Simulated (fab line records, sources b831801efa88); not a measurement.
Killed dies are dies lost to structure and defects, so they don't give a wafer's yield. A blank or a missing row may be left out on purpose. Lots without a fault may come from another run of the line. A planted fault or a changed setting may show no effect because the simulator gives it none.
A struck lot beside a sound one | flow sky130 | 14 steps out of a route of 708
Sound: wafers L243.2, L243.3, L243.4. Struck: wafers L244.2, L244.3, L244.5. The cause comes at the end.
At each step with rows: each side's tool, then ch and its chambers, then its first start. Under that, the readings that differ: sound wafers | struck wafers | difference of the means | sigmas: that difference in standard deviations of wafers without a fault.
alike: readings whose means differ by less than 2 such deviations, and words and numbers that are the same on both sides. not compared: withheld readings, readings that some wafer has no value for, bounds like >300 that may hide the same value, and numbers for which the record gives no deviation and whose values overlap.
The two part at a step that has a row with sigmas, a row that says differs or no value, or rows on one side only. Numbers that don't overlap but have no deviation are shown without sigmas and don't part them. A reading that every wafer of one side lacks parts them only if that side has two wafers or more.

SKY_VIA1_STRIP_16: strips in O2/N2.
  sound on plasma_asher-04 ch 0,1, day 34 20:15; struck on plasma_asher-03 ch 0,1, day 35 08:17
  alike: drypump_motor_current_A, oes_product_au, strip_time_to_endpoint_s
  not compared: rf_hours_counter_h
then, 3 steps without rows for these wafers: SKY_VIA1_STRIP_17 (strips in post etch residue remover, time 1200 s); SKY_VIA1_CLEAN_18 (cleans in IPA, time 180 s); SKY_VIA1_CLEAN_19 (cleans in O3/DIW).
SKY_VIA1_SPUTTER_20: material TiN, target thk 20 nm, time 80 s.
  sound on pvd_sputter-02, day 34 20:52; struck on pvd_sputter-01, day 35 08:53
  alike: cathode_dc_power_W, chamber_pressure_pa, throttle_valve_pct
SKY_VIA1_CVD_21: deposits W, target thk 270 nm, time 80.902 s.
  sound on cvd_w-01 ch 0,1, day 34 20:55; struck on cvd_w-02 ch 0,1, day 35 08:56
  alike: chamber_pressure_Torr, heater_power_w
SKY_VIA1_RS_MEAS_22: measures by four-point-probe.
  sound on film_metro-03, day 34 21:02; struck on film_metro-01, day 35 09:03
  reading            | sound             | struck            | difference | sigmas
  VIA1_W_RS (ohm/sq) | 0.415 0.419 0.422 | 0.431 0.434 0.429 | +0.013     | +3
SKY_VIA1_THK_MEAS_23: measures by xrf.
  sound on film_metro-03, day 34 21:08; struck on film_metro-01, day 35 09:10
  alike: VIA1_W_THK
then, 1 step without rows for these wafers: SKY_VIA1_CMP_24 (polishes, stops on SiO2, t overpolish 15 s, target thk 0 nm).
SKY_METAL2_SPUTTER_00: material Ti, target thk 15 nm, time 10 s.
  sound on pvd_sputter-03, day 34 21:29; struck on pvd_sputter-02, day 35 09:31
  alike: cathode_dc_power_W, chamber_pressure_pa, throttle_valve_pct
then, 1 step without rows for these wafers: SKY_METAL2_SPUTTER_01 (material TiN, target thk 20 nm, time 16.7 s).
SKY_METAL2_SPUTTER_02: material AlCu, target thk 250 nm, time 13.3 s.
  sound on pvd_sputter-03, day 34 21:32; struck on pvd_sputter-02, day 35 09:34
  alike: cathode_dc_power_W, chamber_pressure_pa, throttle_valve_pct
SKY_METAL2_SPUTTER_03: material Ti, target thk 5 nm, time 3.3 s.
  sound on pvd_sputter-03, day 34 21:34; struck on pvd_sputter-02, day 35 09:35
  no value came back on the struck wafers for cathode_dc_power_W (W), chamber_pressure_pa (Pa), throttle_valve_pct (%); on the sound wafers cathode_dc_power_W (W) reads 2999.5 3000.0 2999.4
then, 1 step without rows for these wafers: SKY_METAL2_SPUTTER_04 (material TiN, target thk 70 nm, time 58.3 s).

WHERE THEY PART
First at SKY_VIA1_RS_MEAS_22; last, within this record, at SKY_METAL2_SPUTTER_03.

WHY: what the simulator had put in
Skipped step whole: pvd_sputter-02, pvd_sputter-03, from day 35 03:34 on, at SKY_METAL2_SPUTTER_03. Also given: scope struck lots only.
